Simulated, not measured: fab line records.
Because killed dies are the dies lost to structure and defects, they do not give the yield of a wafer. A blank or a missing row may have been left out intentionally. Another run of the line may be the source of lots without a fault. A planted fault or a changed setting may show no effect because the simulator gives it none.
Matching of chambers | flow gf180mcu | GF_V3_CMP_04 on cmp-01: 4 sister chambers
The step polishes SiO2. 27 wafers are shown with their chamber, then 12 later ones without.

== WAFERS WITH THEIR CHAMBER ==
wafer  | chamber | motor_current_A (A) | time_to_endpoint_s (s) | slurry_flow_ml_min
L076.1 | 1       | 12.8                | 76                     | 150.2
L076.3 | 3       | 12.2                | 78                     | 149.9
L076.6 | 0       | 14.1                | 90                     | 149.8
L078.1 | 0       | 14.5                | 82                     | 149.1
L078.2 | 1       | 12.4                | 79                     | 150.3
L078.3 | 2       | 13.3                | 72                     | 149.8
L084.1 | 3       | 12.6                | 65                     | 149.9
L084.2 | 0       | 15.3                | 74                     | 149.8
L084.3 | 1       | 13.3                | 78                     | 150.4
L083.1 | 0       | 14.8                | 88                     | 149.7
L083.3 | 3       | 12.0                | 69                     | 149.9
L083.5 | 2       | 13.6                | 83                     | 150.5
L086.1 | 1       | 13.3                | 83                     | 149.8
L086.4 | 2       | 13.2                | 85                     | 150.1
L086.5 | 2       | 13.8                | 73                     | 150.4
L087.4 | 2       | 13.5                | 83                     | 149.6
L087.5 | 1       | 12.3                | 88                     | 150.1
L087.6 | 2       | 13.5                | 93                     | 149.9
L088.1 | 0       | 14.8                | 90                     | 150.6
L088.2 | 1       | 13.1                | 92                     | 149.2
L088.5 | 3       | 13.0                | 77                     | 150.6
L089.1 | 1       | 12.8                | 85                     | 150.2
L089.5 | 2       | 13.9                | 88                     | 150.1
L089.6 | 3       | 12.4                | 79                     | 149.7
L090.2 | 0       | 14.9                | 93                     | 150.7
L090.3 | 1       | 12.3                | 79                     | 149.9
L090.4 | 2       | 13.8                | 85                     | 150.0

SIGNATURES (means of the wafers above)
reading            | chamber 0 | chamber 1 | chamber 2 | chamber 3 | scatter within a chamber
motor_current_A    | 14.733    | 12.788    | 13.575    | 12.440    | 0.366
time_to_endpoint_s | 86.17     | 82.50     | 82.75     | 73.60     | 6.49
slurry_flow_ml_min | 149.950   | 150.012   | 150.050   | 150.000   | 0.414
Rule: for a wafer and a chamber, the distance is found by dividing, reading by reading, the gap between the wafer's reading and the chamber's mean by the reading's scatter, squaring, summing and taking the root. If the next closest chamber is less than 2 further off than the closest, the wafer can't be placed; otherwise it belongs to the closest. The scatter: take each reading less its chamber's mean, square it, sum over the shown wafers, divide by the number of wafers less the number of chambers, and take the root.

== WAFERS MISSING THEIR CHAMBER ==
wafer  | motor_current_A (A) | time_to_endpoint_s (s) | slurry_flow_ml_min
L091.2 | 13.4                | 83                     | 149.1
L091.3 | 15.2                | 92                     | 150.0
L091.6 | 12.8                | 90                     | 149.6
L093.1 | 14.3                | 88                     | 150.1
L093.3 | 12.0                | 81                     | 150.1
L093.6 | 14.7                | 91                     | 150.1
L094.1 | 12.8                | 77                     | 148.9
L094.3 | 15.2                | 95                     | 149.4
L094.6 | 13.1                | 86                     | 149.5
L095.3 | 12.4                | 87                     | 149.5
L095.4 | 13.7                | 87                     | 151.2
L095.6 | 12.7                | 88                     | 150.1

== WHICH CHAMBER EACH ONE RAN IN ==
wafer  | from the rows above               | in truth
L091.2 | can't be placed: 2 or 1 or 3 or 0 | 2
L091.3 | 0                                 | 0
L091.6 | can't be placed: 1 or 2 or 3      | 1
L093.1 | can't be placed: 0 or 2           | 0
L093.3 | can't be placed: 3 or 1           | 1
L093.6 | 0                                 | 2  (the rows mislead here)
L094.1 | can't be placed: 1 or 3 or 2      | 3
L094.3 | 0                                 | 0
L094.6 | can't be placed: 1 or 2 or 3      | 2
L095.3 | can't be placed: 1 or 3 or 2      | 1
L095.4 | can't be placed: 2 or 1 or 0      | 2
L095.6 | can't be placed: 1 or 3 or 2      | 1
Placed correctly: 2 of 12. Can't be placed from these rows: 9 (the true chamber is among the candidates in 9). 1 placed wrongly.
